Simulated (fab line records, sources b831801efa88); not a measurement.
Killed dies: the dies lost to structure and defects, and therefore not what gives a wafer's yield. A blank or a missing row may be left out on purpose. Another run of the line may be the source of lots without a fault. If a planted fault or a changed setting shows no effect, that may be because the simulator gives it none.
Code-filled problem report in 8D (eight disciplines) form | flow sky130 | the parts of the form that need people (team, actions taken, sign-off) are left out

## 1. PROBLEM STATEMENT
Mean of oesProductAu at SKY_PASSIVATION_ETCH_11: 0.916 a.u. across 2 wafers in 2 lots; on wafers with no fault it is 0.977 a.u. (standard deviation 0.0071). That puts it -8.6 standard deviations away from the usual mean.
The step: etches the open film in CF4/O2, stops on AlCu, target depth 725 nm, time 161.1 s.
Earliest sighting: wafer L947.6 on rieDiel-04 at day 48 05:50. Wafers with a number at this step in the record: 42, from 14 lots. Rule for "out", or "out of limits": more than 4 standard deviations from the usual mean. The other wafers with a number count as sound.

## 2. WHAT IT IS, WHAT IT ISN'T
question                    | is                | is not
which readings at this step | oesProductAu      | cf4FlowSccm, chamberPressureMTorr, drypumpMotorCurrentA
which lots                  | L947, L950        | L935, L936, L937, L938, L939, L942, L944, L945, L946, L948, L956, L957
which wafers of those lots  | L947.6, L950.1    | L947.4, L947.5, L950.4, L950.5
read on which tools         | rieDiel-04        | rieDiel-02, rieDiel-03
when                        | from day 48 05:50 | up to then (29 sound wafers); but 11 sound wafers of L948, L950, L956, L957 came after

## 3. THE SUSPECTS, EACH WITH WHAT RULES IT OUT
Counting: if a tool at a process step up to the reading ran every lot that is out, it stays a suspect. Sound lots after the first of them don't rule it out here, since some wafers of a struck lot are sound.
- rieDiel-04 at SKY_PASSIVATION_ETCH_11 (etches the open film in CF4/O2, stops on AlCu, target depth 725 nm, time 161.1 s): kept. Ran every lot that is out, first one L947 (day 48 05:50); last sound lot up to then L946 (day 47 21:14). On those wafers its own readings are out: oesProductAu.
- Within rieDiel-04 at SKY_PASSIVATION_ETCH_11: the wafers that are out ran in chamber 3; their sound lot-mates ran in chambers 0, 1, 2.
Remaining after the count: rieDiel-04 at SKY_PASSIVATION_ETCH_11.

## 4. THE CAUSE (what the simulator had put in)
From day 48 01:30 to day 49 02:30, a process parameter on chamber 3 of rieDiel-04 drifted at SKY_PASSIVATION_ETCH_11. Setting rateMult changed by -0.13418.
This tool alone remained once counting was done.

## 5. THE EFFECT CHAIN, in route order
Each row: a reading whose mean over the struck wafers that have a number lies more than 3 standard deviations from the usual. Scope: only readings with a usual standard deviation given in the record; hours: median across lots of the time from each lot's start at the first step in this table that gives one to its start at this step; sigmas: change in usual standard deviations.
hours | step                     | reading              | usual      | on struck wafers | change | sigmas
0     | SKY_PASSIVATION_ETCH_11  | oesProductAu         | 0.977 a.u. | 0.916            | -0.061 | -8.6
0     | SKY_PASSIVATION_STRIP_12 | stripTimeToEndpointS | 31.48 s    | 32.13            | +0.65  | +5.0
Its process steps:
- SKY_PASSIVATION_ETCH_11: etches the open film in CF4/O2, stops on AlCu, target depth 725 nm, time 161.1 s.
- SKY_PASSIVATION_STRIP_12: strips in O2/N2.

## 6. HOW IT WOULD HAVE BEEN CAUGHT EARLIER
4 hours passed between the start of the fault at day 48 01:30 and the first reading out of limits in this record, taken at day 48 05:50.
